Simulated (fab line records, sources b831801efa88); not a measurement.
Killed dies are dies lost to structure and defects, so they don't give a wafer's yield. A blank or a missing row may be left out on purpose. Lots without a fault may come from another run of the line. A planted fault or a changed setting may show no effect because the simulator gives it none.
Chamber matching | flow gf180mcu | GF_V1_CVD_02 on pecvd-03: 3 sister chambers
The step deposits SiO2 from TEOS, target thk 850 nm, time 94.851 s. 16 wafers are shown with their chamber, then 8 later ones without.

WAFERS WITH THEIR CHAMBER
wafer  | chamber | heater_power_w (W)
L077.3 | 0       | 595
L077.5 | 2       | 703
L077.6 | 0       | 642
L079.2 | 0       | 542
L079.3 | 2       | 708
L079.5 | 2       | 574
L080.1 | 2       | 624
L080.3 | 0       | 538
L080.4 | 1       | 749
L082.3 | 1       | 740
L082.5 | 1       | 630
L082.6 | 2       | 700
L083.2 | 1       | 643
L083.3 | 0       | 611
L083.5 | 2       | 708
L085.1 | 0       | 530

SIGNATURES (means of the wafers above)
reading        | chamber 0 | chamber 1 | chamber 2 | scatter within a chamber
heater_power_w | 576.33    | 690.50    | 669.50    | 54.5
Rule: a wafer's distance from a chamber is the root of the sum, over the readings, of the square of ((its reading less the chamber's mean) divided by the reading's scatter). The wafer belongs to the nearest chamber; if the next one is less than 2 further off, it can't be placed. The scatter: the root of (the sum of the squares of (reading less its chamber's mean) over the shown wafers, divided by (wafers less chambers)).

WAFERS WITHOUT THEIR CHAMBER
wafer  | heater_power_w (W)
L085.3 | 612
L085.4 | 673
L089.2 | 752
L089.4 | 763
L089.5 | 500
L097.2 | 765
L097.3 | 559
L097.6 | 594

WHICH CHAMBER EACH WENT THROUGH
wafer  | from the rows above          | in truth
L085.3 | can't be placed: 0 or 2 or 1 | 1
L085.4 | can't be placed: 2 or 1 or 0 | 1
L089.2 | can't be placed: 1 or 2      | 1
L089.4 | can't be placed: 1 or 2      | 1
L089.5 | can't be placed: 0 or 2      | 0
L097.2 | can't be placed: 1 or 2      | 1
L097.3 | can't be placed: 0 or 2      | 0
L097.6 | can't be placed: 0 or 2 or 1 | 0
Placed correctly: 0 of 8. Can't be placed from these rows: 8 (the true chamber is among the candidates in 8). Placed wrongly: 0.
